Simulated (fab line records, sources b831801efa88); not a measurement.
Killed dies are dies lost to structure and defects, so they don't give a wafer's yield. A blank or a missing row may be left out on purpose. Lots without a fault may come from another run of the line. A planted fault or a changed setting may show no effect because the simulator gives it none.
fab line records | flow sky130
record lots=13 wafers=39 last_day=50
route steps=708 shown NWELL@60 SONOS_TUNNEL@166 CONTACT@420 METAL1@435
lots that met no fault: from a run of the same line without faults
start_h: hours from the record's first day to the start of the lot's first wafer shown | wait_h: hours since the lot's step before | " the same as in the row above | L1.1+2: a row that stands for several wafers | - no value, or no start given | * or withheld: withheld | < > ~ a bound
route shown NAME@n: a module of which the file shows steps, and the number in the route of the first | usual: mean/standard deviation of fault-free wafers | same: alike in all rows | chamber/n: place in a boat | sites: the reading at each site | _std_site: their standard deviation | _edge_site: outer sites' mean less inner sites' | radius_mm: how far each site lies from the wafer's centre | mask NAME#n: copy n | behind: the tool/chamber that last shaped the wafer | hold: why the lot was held/for how many hours/how that ended | device: the transistor (n, p or np) that didn't switch | end of line: the same wafers' tests at the end of the route | a step without rows: its recipe alone | killed: dies lost to structure and defects at the first sort, not the wafer's yield | map: a wafer's dies, x killed, . not, _ none there
set.NAME: the setting as run; set.NAME@STEP: as run at that earlier step | model.NAME: the simulator's own value behind a step, which no gauge read
steps of the route over a sample of lots; a table a step, a row a wafer
services: from which hour (start_h, from the record's first day; less than 0 if before it) a tool's chamber was out of use, for how many hours, and why
## steps
# step SKY_NWELL_EXPOSE_07
# recipe mask_id=NWM na=0.6 source_shape=conventional sigma_outer=0.6 polarization=unpolarized target_cd_nm=840 dose_mj=255
# usual exposure_dose_mJ_cm2=255.11/0.23 reticle_temp_C=23.00/0.11
# same sigma_outer=0.6
# columns lot.wafer tool chamber start_h wait_h mask exposure_dose_mJ_cm2 reticle_temp_C
L986.2 iline_stepper-01 0 82.19 - NWM#0 255.10 23.07
L986.3 " 0 " " NWM#0 255.10 22.90
L986.5 " 0 " " NWM#0 254.91 22.86
L989.1 iline_stepper-02 0 100.50 - NWM#0 255.29 23.04
L989.3 " 0 " " NWM#0 255.14 23.26
L989.5 " 0 " " NWM#0 255.24 22.97
L991.1 iline_stepper-01 0 111.14 - NWM#0 254.42 23.00
L991.2 " 0 " " NWM#0 254.78 22.92
L991.4 " 0 " " NWM#0 254.68 22.97
L992.2 iline_stepper-01 0 117.89 - NWM#0 255.21 22.99
L992.4 " 0 " " NWM#0 255.37 22.97
L992.5 " 0 " " NWM#0 255.04 23.12
L993.2 iline_stepper-01 0 122.57 - NWM#0 255.02 23.01
L993.5 " 0 " " NWM#0 255.18 22.91
L993.6 " 0 " " NWM#0 254.90 22.93
L994.4 iline_stepper-02 0 127.10 - NWM#0 255.32 23.01
L994.5 " 0 " " NWM#0 255.27 22.93
L994.6 " 0 " " NWM#0 255.49 23.07
L995.3 iline_stepper-01 0 131.73 - NWM#0 287.93 23.09
L995.5 " 0 " " NWM#0 287.73 23.08
L995.6 " 0 " " NWM#0 288.24 22.98
L996.1 iline_stepper-02 0 143.47 - NWM#0 255.03 22.79
L996.5 " 0 " " NWM#0 255.24 22.79
L996.6 " 0 " " NWM#0 255.43 23.03
L997.1 iline_stepper-01 0 148.92 - NWM#0 287.83 22.89
L997.3 " 0 " " NWM#0 288.21 22.94
L997.6 " 0 " " NWM#0 288.29 22.89
L999.4 iline_stepper-01 0 156.50 - NWM#0 288.04 22.97
L999.5 " 0 " " NWM#0 287.98 23.02
L999.6 " 0 " " NWM#0 288.23 22.79
L101.1 iline_stepper-02 0 168.12 - NWM#0 255.07 22.89
L101.2 " 0 " " NWM#0 255.33 23.05
L101.5 " 0 " " NWM#0 254.97 22.99
L103.1 iline_stepper-01 0 180.34 - NWM#0 287.90 23.31
L103.3 " 0 " " NWM#0 288.19 23.13
L103.6 " 0 " " NWM#0 287.76 23.20
L108.1 iline_stepper-02 0 209.12 - NWM#0 255.30 22.94
L108.2 " 0 " " NWM#0 255.13 23.14
L108.3 " 0 " " NWM#0 255.46 23.01
# step SKY_SONOS_TUNNEL_TW_MEAS_12
# usual SONOS_TUNNEL_TW=196.9/1.4
# columns lot.wafer tool chamber start_h wait_h SONOS_TUNNEL_TW
L986.2 film_metro-03 - 253.99 0.0 196.5
L986.3 " - " " 196.6
L986.5 " - " " 196.3
L989.1 film_metro-04 - 282.14 0.0 198.4
L989.3 " - " " 199.1
L989.5 " - " " 198.4
L991.1 film_metro-04 - 298.71 0.0 198.2
L991.2 " - " " 197.9
L991.4 " - " " 197.9
L992.2 film_metro-04 - 305.07 0.0 197.1
L992.4 " - " " 197.6
L992.5 " - " " 198.3
L993.2 film_metro-01 - 311.43 0.0 197.6
L993.5 " - " " 196.4
L993.6 " - " " 197.9
L994.4 film_metro-04 - 317.25 0.0 199.2
L994.5 " - " " 199.2
L994.6 " - " " 198.1
L995.3 film_metro-03 - 322.79 0.0 195.4
L995.5 " - " " 196.0
L995.6 " - " " 196.5
L996.1 film_metro-01 - 338.60 0.0 198.6
L996.5 " - " " 198.5
L996.6 " - " " 197.6
L997.1 film_metro-01 - 346.53 0.0 198.2
L997.3 " - " " 198.9
L997.6 " - " " 197.3
L999.4 film_metro-03 - 357.51 0.0 196.2
L999.5 " - " " 195.3
L999.6 " - " " 195.6
L101.1 film_metro-01 - 373.37 0.0 196.7
L101.2 " - " " 197.4
L101.5 " - " " 197.8
L103.1 film_metro-01 - 391.12 0.0 198.8
L103.3 " - " " 196.9
L103.6 " - " " 198.2
L108.1 film_metro-01 - 429.71 0.0 197.4
L108.2 " - " " 197.9
L108.3 " - " " 197.9
# step SKY_CONTACT_CD_MEAS_14
# recipe target_cd_nm=170
# usual cd_nm=169.6/1.2
# columns lot.wafer tool chamber start_h wait_h cd_nm
L986.2 cd_sem-02 - 740.12 - 169.5
L986.3 " - " " 170.4
L986.5 " - " " 171.0
L989.1 cd_sem-02 - 763.75 - 172.9
L989.3 " - " " 172.2
L989.5 " - " " 171.4
L991.1 cd_sem-02 - 806.44 - 167.5
L991.2 " - " " 169.5
L991.4 " - " " 168.6
L992.2 cd_sem-02 - 807.37 - 170.3
L992.4 " - " " 168.8
L992.5 " - " " 169.0
L993.2 cd_sem-02 - 807.84 - 169.5
L993.5 " - " " 169.6
L993.6 " - " " 168.7
L994.4 cd_sem-01 - 808.23 - 168.3
L994.5 " - " " 169.0
L994.6 " - " " 168.0
L995.3 cd_sem-02 - 808.91 - 168.0
L995.5 " - " " 168.6
L995.6 " - " " 167.5
L996.1 cd_sem-02 - 824.05 - 168.9
L996.5 " - " " 169.1
L996.6 " - " " 167.8
L997.1 cd_sem-01 - 827.80 - 167.9
L997.3 " - " " 169.5
L997.6 " - " " 169.8
L999.4 cd_sem-01 - 839.18 - 170.6
L999.5 " - " " 168.9
L999.6 " - " " 168.8
L101.1 cd_sem-01 - 854.75 - 167.6
L101.2 " - " " 168.0
L101.5 " - " " 167.2
L103.1 cd_sem-02 - 868.72 - 170.1
L103.3 " - " " 172.1
L103.6 " - " " 171.9
L108.1 cd_sem-01 - 901.54 - 169.0
L108.2 " - " " 169.6
L108.3 " - " " 168.9
# step SKY_METAL1_SPUTTER_01
# recipe material=TiN target_thk_nm=20 power_w=6500 time_s=16.7 chamber_pressure_pa=0.4
# usual throttle_valve_pct=30.0/0.98
# columns lot.wafer tool chamber start_h wait_h throttle_valve_pct
L986.2 pvd_sputter-04 - 741.66 0.0 30.5
L986.3 " - " " 28.4
L986.5 " - " " 29.1
L989.1 pvd_sputter-02 - 765.30 0.0 29.7
L989.3 " - " " 29.1
L989.5 " - " " 30.3
L991.1 pvd_sputter-02 - 808.02 0.0 29.8
L991.2 " - " " 30.1
L991.4 " - " " 28.9
L992.2 pvd_sputter-01 - 808.93 0.0 30.5
L992.4 " - " " 29.3
L992.5 " - " " 29.3
L993.2 pvd_sputter-04 - 809.40 0.0 29.2
L993.5 " - " " 31.3
L993.6 " - " " 30.5
L994.4 pvd_sputter-01 - 809.72 0.0 29.4
L994.5 " - " " 30.7
L994.6 " - " " 29.7
L995.3 pvd_sputter-04 - 810.42 0.0 30.5
L995.5 " - " " 30.5
L995.6 " - " " 28.3
L996.1 pvd_sputter-02 - 825.60 0.0 29.3
L996.5 " - " " 28.8
L996.6 " - " " 30.5
L997.1 pvd_sputter-01 - 829.36 0.0 29.4
L997.3 " - " " 30.9
L997.6 " - " " 31.2
L999.4 pvd_sputter-04 - 840.70 0.0 31.7
L999.5 " - " " 30.5
L999.6 " - " " 28.5
L101.1 pvd_sputter-04 - 856.40 0.0 29.5
L101.2 " - " " 28.5
L101.5 " - " " 30.4
L103.1 pvd_sputter-02 - 870.34 0.0 29.3
L103.3 " - " " 29.1
L103.6 " - " " 29.9
L108.1 pvd_sputter-01 - 903.11 0.0 31.3
L108.2 " - " " 31.0
L108.3 " - " " 29.7
## services
# columns tool chamber start_h hours kind
pvd_sputter-01 - 106.38 1.0 repair
iline_stepper-01 - 156.78 1.7 pm
iline_stepper-02 - 205.18 1.7 pm
iline_stepper-02 - 287.07 4.2 repair
iline_stepper-01 - 327.99 0.7 repair
iline_stepper-01 - 374.89 1.7 pm
iline_stepper-02 - 423.36 1.7 pm
iline_stepper-02 - 453.35 2.0 repair
pvd_sputter-04 - 462.64 1.5 repair
iline_stepper-02 - 465.55 1.2 repair
pvd_sputter-04 - 498.28 4.9 repair
iline_stepper-01 - 538.54 4.4 pm
iline_stepper-02 - 542.98 2.1 pm
iline_stepper-02 - 551.43 8.9 pm
iline_stepper-01 - 593.07 1.7 pm
iline_stepper-02 - 641.54 1.7 pm
iline_stepper-01 - 670.12 1.5 repair
iline_stepper-02 - 739.40 2.3 repair
iline_stepper-01 - 753.20 0.7 repair
iline_stepper-01 - 754.71 4.3 pm
iline_stepper-01 - 760.82 1.0 repair
iline_stepper-01 - 811.25 1.7 pm
iline_stepper-02 - 859.72 1.7 pm
pvd_sputter-04 - 880.99 3.0 repair
## key
first_sign step=SKY_NWELL_EXPOSE_07 reading=exposure_dose_mJ_cm2 direction=up sigmas=99+ usual=* struck=*
effect none on later readings
met_at SKY_NWELL_EXPOSE_07
struck_lots L995,L997,L999,L103
tester_left_out L995,L997,L999,L103
not_acting_at SKY_SONOS_TUNNEL_TW_MEAS_12,SKY_CONTACT_CD_MEAS_14,SKY_METAL1_SPUTTER_01
onset_between 122.57 131.73
fault kind=process_parameter_drift tool=iline_stepper-01 chamber=- onset_h=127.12 steps=SKY_NWELL_EXPOSE_07 channel=dose_mj offset=32.91 shape=step acts_in=these_recipes_only stated=255
# tester_left_out: of these lots the tester's yield and bins aren't shown, on N5 and GAA mostly nor the transistor test; their killed dies are dies lost to structure and defects alone, not to doping, threshold or leakage, so they don't give the yield
